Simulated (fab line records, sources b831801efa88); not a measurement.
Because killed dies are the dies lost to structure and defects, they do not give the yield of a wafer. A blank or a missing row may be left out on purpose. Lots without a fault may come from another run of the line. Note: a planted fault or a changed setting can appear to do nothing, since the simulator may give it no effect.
Struck lot and sound lot, side by side || flow gf180mcu || 23 out of 602 route steps
Sound: the wafers L672.3, L672.4, L672.5. The struck wafers were L661.1, L661.2, L661.5. The cause is given at the end.
Each step with rows lists, per side, the tool, then ch with its chambers, then its first start. Under that, the readings that differ: sound wafers || struck wafers || difference of the means || sigmas: that difference in standard deviations of wafers without a fault.
alike: a reading whose means differ by less than 2 such deviations, as well as words and numbers matching on both sides. not compared: withheld readings; readings where some wafer has no value; bounds like >300 that might hide an equal value; numbers whose values overlap and for which the record gives no deviation.
The two part at a step that has a row with sigmas, a row that says differs or no value, or rows on one side only. Non-overlapping numbers with no deviation appear without sigmas and do not part them. A reading that every wafer of one side lacks parts them only if that side has two wafers or more.

first, 2 steps without rows for these wafers: GF_HV_LDD_PEB_29; GF_HV_LDD_DEVELOP_30 (develop time 60 s).
GF_HV_LDD_CD_MEAS_31 targets a cd of 400 nm.
  struck on cd-sem-01, day 12 20:20; sound on cd-sem-01, day 17 07:40
  alike: cd-nm
GF_HV_LDD_OVL_MEAS_32:
  struck on overlay-02, day 12 20:28; sound on overlay-02, day 17 07:45
  alike: HV_LDD_02_OVL
then, 4 steps without rows for these wafers: GF_HV_LDD_IMPLANT_33; GF_HV_LDD_IMPLANT_34; GF_HV_LDD_IMPLANT_35; GF_HV_LDD_IMPLANT_36.
GF_HV_LDD_STRIP_37: strips in O2/N2.
  sound on plasma-asher-02 ch 0,1, day 17 08:25; struck on plasma-asher-01 ch 0,1, day 12 21:05
{"reading": "platen-temp-c (C)", "sound": "249.92 250.43 250.40", "struck": "249.86 250.06 249.73", "difference": -0.37, "sigmas": -2}
  alike: drypump-motor-current-A, heater-power-w, n2-flow-sccm, o2-flow-sccm, oes-product-au, strip-time-to-endpoint-s
  not compared: rf-hours-counter-h
GF_HV_LDD_TW_MEAS_38:
  struck on film-metro-02, day 12 21:11; sound on film-metro-03, day 17 08:29
  alike: HV_LDD_3_TW
then, 2 steps without rows for these wafers: GF_HV_LDD_DEHYDRATE_39 (time 60 s); GF_HV_LDD_HMDS_40 (prime time 60 s).
GF_HV_LDD_COAT_41: resist thk 1000 nm.
  sound on litho-track-04 ch 0, day 17 19:28; struck on litho-track-04 ch 0, day 13 06:10
{"reading": "spin-speed-rpm (rpm)", "sound": "3000.3 3002.7 3001.4", "struck": "3240.5 3241.8 3241.7", "difference": "+239.9", "sigmas": "+99 or more"}
{"reading": "model.NOVOLAK_of_HV_LDD_COAT_41.thk-nm (nm)", "sound": "994.5 995.1 993.2", "struck": "959 963.2 962.6", "difference": -33, "sigmas": ""}
  alike: resist-line-temp-C
then, 3 steps without rows for these wafers: GF_HV_LDD_SOFTBAKE_42 (time 60 s); GF_HV_LDD_EXPOSE_43 (exposes mask Pplus HV AREA, target cd 400 nm); GF_HV_LDD_PEB_44.
GF_HV_LDD_DEVELOP_45: develop time 60 s.
  sound on litho-track-02 ch 0, day 18 07:32; struck on litho-track-01 ch 0, day 13 16:16
{"reading": "model.NOVOLAK_of_HV_LDD_COAT_41.thk-nm (nm)", "sound": "994.1 994.7 992.8", "struck": "958.6 962.8 962.2", "difference": -32.7, "sigmas": ""}
  alike: resist-line-temp-C
GF_HV_LDD_CD_MEAS_46 targets a cd of 400 nm.
  struck on cd-sem-01, day 13 16:25; sound on cd-sem-02, day 18 07:47
{"reading": "cd-nm (nm)", "sound": "400.1 400.5 400.6", "struck": "409.3 408.4 405.2", "difference": "+7.2", "sigmas": "+4"}
GF_HV_LDD_OVL_MEAS_47:
  struck on overlay-02, day 13 16:32; sound on overlay-01, day 18 07:53
  alike: HV_LDD_03_OVL
then, 1 step without rows for these wafers: GF_HV_LDD_IMPLANT_48.
GF_HV_LDD_STRIP_49: strips in O2/N2.
  sound on plasma-asher-01 ch 0,1, day 18 08:05; struck on plasma-asher-01 ch 0,1, day 13 16:43
{"reading": "strip-time-to-endpoint-s (s)", "sound": "12.56 12.57 12.56", "struck": "12.15 12.19 12.19", "difference": -0.39, "sigmas": -9}
  alike: drypump-motor-current-A, heater-power-w, n2-flow-sccm, o2-flow-sccm, oes-product-au, platen-temp-c
  not compared: rf-hours-counter-h
GF_HV_LDD_TW_MEAS_50:
  struck on film-metro-02, day 13 16:49; sound on film-metro-03, day 18 08:10
  alike: HV_LDD_4_TW
-- here the record skips 17 days between the struck wafers' starts before and after, leaving off in module HV_LDD and picking up in module PASSIVATION (first step shown: number 602 of the route) --
GF_PASSIVATION_PROBE_99:
  the record has rows for the struck wafers here (prober-02, day 30 06:15) and none for the sound ones

WHERE THEY PART
First at GF_HV_LDD_STRIP_37; last, within this record, at GF_PASSIVATION_PROBE_99.

WHY: what the simulator had put in
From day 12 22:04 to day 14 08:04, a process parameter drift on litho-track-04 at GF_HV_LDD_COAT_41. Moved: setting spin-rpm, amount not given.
